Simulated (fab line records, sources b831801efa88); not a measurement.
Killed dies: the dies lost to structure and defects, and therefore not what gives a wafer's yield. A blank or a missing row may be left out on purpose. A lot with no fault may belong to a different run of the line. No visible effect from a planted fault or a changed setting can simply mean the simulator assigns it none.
Struck lot and sound lot, side by side	flow sky130	42 steps out of a route of 708
Sound: these wafers, L904.1, L904.3, L904.6. Wafers L915.1, L915.3, L915.6 were the ones struck. Last of all comes the cause.
Each step with rows lists, per side, the tool, then ch with its chambers, then its first start. Under that, the readings that differ: sound wafers	struck wafers	difference of the means	sigmas: that difference in standard deviations of wafers without a fault.
alike: same words and numbers on both sides, and readings whose means sit less than 2 such deviations apart. not compared: any withheld reading, any reading some wafer has no value for, any bound like >300 that may hide the same value, and any number with overlapping values for which the record gives no deviation.
The two part at a step that has a row with sigmas, a row that says differs or no value, or rows on one side only. When numbers do not overlap yet have no deviation, they are printed without sigmas and do not part them. Lack of a reading on every wafer of one side parts them only where that side has two or more wafers.

first, 1 step without rows for these wafers: SKY_NWELL_IMPLANT_13.
SKY_NWELL_STRIP_14: strips in O2/N2.
  sound on plasma-asher-02 ch 0,1, day 5 05:15; struck on plasma-asher-01 ch 1, day 8 03:38
  alike: chamber-pressure-mTorr, drypump-motor-current-A, o2-flow-sccm, oes-product-au, strip-time-to-endpoint-s
  not compared: rf-hours-counter-h
SKY_NWELL_TW_MEAS_15:
  struck on film-metro-02, day 8 03:44; sound on film-metro-02, day 5 05:21
  alike: NWELL_TW
then, 7 steps without rows for these wafers: SKY_NWELL_DEHYDRATE_16 (time 60 s); SKY_NWELL_HMDS_17 (prime time 60 s); SKY_NWELL_COAT_18 (resist thk 3000 nm); SKY_NWELL_SOFTBAKE_19; SKY_NWELL_EXPOSE_20 (exposes mask NWM COMPLEMENT, target cd 840 nm); SKY_NWELL_PEB_21; SKY_NWELL_DEVELOP_22 (develop time 60 s).
SKY_NWELL_OVL_MEAS_23:
  struck on overlay-02, day 8 22:32; sound on overlay-01, day 5 23:38
  alike: NWELL_01_OVL
after that, 1 step had no rows for these wafers: SKY_NWELL_IMPLANT_24.
SKY_NWELL_STRIP_25: strips in O2/N2.
  sound on plasma-asher-02 ch 0, day 5 23:49; struck on plasma-asher-03 ch 0,1, day 8 22:43
reading	sound	struck	difference	sigmas
drypump-motor-current-A (A)	6.1 6.1 6.1	5.0 5.0 4.8	-1.2	-3
  alike: chamber-pressure-mTorr, o2-flow-sccm, oes-product-au, strip-time-to-endpoint-s
  not compared: rf-hours-counter-h
SKY_NWELL_TW_MEAS_26:
  struck on film-metro-04, day 8 22:49; sound on film-metro-04, day 5 23:55
  alike: NWELL_2_TW
then, 1 step without rows for these wafers: SKY_NWELL_CLEAN_27 (cleans in SC1/SC2, time 150 s).
SKY_NWELL_RTA_28: time 30 s.
  sound on rtp-anneal-01 ch 0, day 6 00:01; struck on rtp-anneal-01 ch 0, day 8 22:55
  alike: lamp-power-pct, wafer_temp_C_max
SKY_NWELL_RS_MEAS_29: measurement is done with a four-point probe.
  struck on film-metro-02, day 8 23:01; sound on film-metro-01, day 6 00:07
  alike: NWELL_RS
SKY_NWELL_RS_MEAS_31: measurement is done with a four-point probe.
  struck on film-metro-02, day 8 23:16; sound on film-metro-01, day 6 00:22
  alike: PWDE_RS
then, 7 steps without rows for these wafers: SKY_VT_ADJUST_HVTP_DEHYDRATE_00 (time 60 s); SKY_VT_ADJUST_HVTP_HMDS_01 (prime time 60 s); SKY_VT_ADJUST_HVTP_COAT_02 (resist thk 1140 nm); SKY_VT_ADJUST_HVTP_SOFTBAKE_03 (time 60 s); SKY_VT_ADJUST_HVTP_EXPOSE_04 (exposes mask HVTPM, target cd 380 nm); SKY_VT_ADJUST_HVTP_PEB_05; SKY_VT_ADJUST_HVTP_DEVELOP_06 (develop time 60 s).
SKY_VT_ADJUST_HVTP_CD_MEAS_07: target cd 380 nm.
  struck on cd-sem-02, day 9 19:59; sound on cd-sem-01, day 6 18:07
  alike: cd-nm
SKY_VT_ADJUST_HVTP_OVL_MEAS_08:
  struck on overlay-02, day 9 20:06; sound on overlay-01, day 6 18:14
  alike: VT_ADJUST_HVTP_OVL
after that, 1 step had no rows for these wafers: SKY_VT_ADJUST_HVTP_IMPLANT_09.
SKY_VT_ADJUST_HVTP_STRIP_10: strips in O2/N2.
  sound on plasma-asher-01 ch 0,1, day 6 18:26; struck on plasma-asher-03 ch 0,1, day 9 20:17
reading	sound	struck	difference	sigmas
drypump-motor-current-A (A)	6.0 5.7 5.7	4.8 5.0 5.0	-0.9	-2
  alike: chamber-pressure-mTorr, o2-flow-sccm, oes-product-au, strip-time-to-endpoint-s
  not compared: rf-hours-counter-h
SKY_VT_ADJUST_HVTP_TW_MEAS_11:
  struck on film-metro-03, day 9 20:23; sound on film-metro-01, day 6 18:32
  alike: VT_ADJUST_HVTP_TW
then, 7 steps without rows for these wafers: SKY_VT_ADJUST_LVTN_DEHYDRATE_00 (time 60 s); SKY_VT_ADJUST_LVTN_HMDS_01 (prime time 60 s); SKY_VT_ADJUST_LVTN_COAT_02 (resist thk 3000 nm); SKY_VT_ADJUST_LVTN_SOFTBAKE_03; SKY_VT_ADJUST_LVTN_EXPOSE_04 (exposes mask NWM COMPLEMENT LESS NATIVE, target cd 840 nm); SKY_VT_ADJUST_LVTN_PEB_05; SKY_VT_ADJUST_LVTN_DEVELOP_06 (develop time 60 s).
SKY_VT_ADJUST_LVTN_OVL_MEAS_07:
  struck on overlay-01, day 10 16:37; sound on overlay-02, day 7 14:13
reading	sound	struck	difference	sigmas
VT_ADJUST_LVTN_OVL (nm)	-1.6 -0.9 -1.7	2.4 1.0 0.8	+2.8	+2
after that, 1 step had no rows for these wafers: SKY_VT_ADJUST_LVTN_IMPLANT_08.
SKY_VT_ADJUST_LVTN_STRIP_09: strips in O2/N2.
  sound on plasma-asher-04 ch 0, day 7 14:25; struck on plasma-asher-02 ch 1, day 10 16:49
reading	sound	struck	difference	sigmas
o2-flow-sccm (sccm)	3001 2993 2988	3016 3019 3015	+23	+2
  alike: chamber-pressure-mTorr, drypump-motor-current-A, oes-product-au, strip-time-to-endpoint-s
  not compared: rf-hours-counter-h
SKY_VT_ADJUST_LVTN_TW_MEAS_10:
  struck on film-metro-04, day 10 16:55; sound on film-metro-03, day 7 14:31
reading	sound	struck	difference	sigmas
VT_ADJUST_LVTN_TW	239.2 238.9 238.7	242.0 241.4 242.8	+3.1	+2
-- the record jumps here: 38 days lie between the struck wafers' starts before and after (it left off in module VT_ADJUST_LVTN and takes up again in module PAD_OPEN, whose first step shown is number 708 of the route) --
SKY_PAD_OPEN_PROBE_99:
  record: rows for the struck wafers here (prober-01, day 49 00:56), none for the sound ones

## WHERE THEY PART
Last at SKY_PAD_OPEN_PROBE_99 as far as this record goes, first at SKY_NWELL_STRIP_25.

WHY: what the simulator had put in
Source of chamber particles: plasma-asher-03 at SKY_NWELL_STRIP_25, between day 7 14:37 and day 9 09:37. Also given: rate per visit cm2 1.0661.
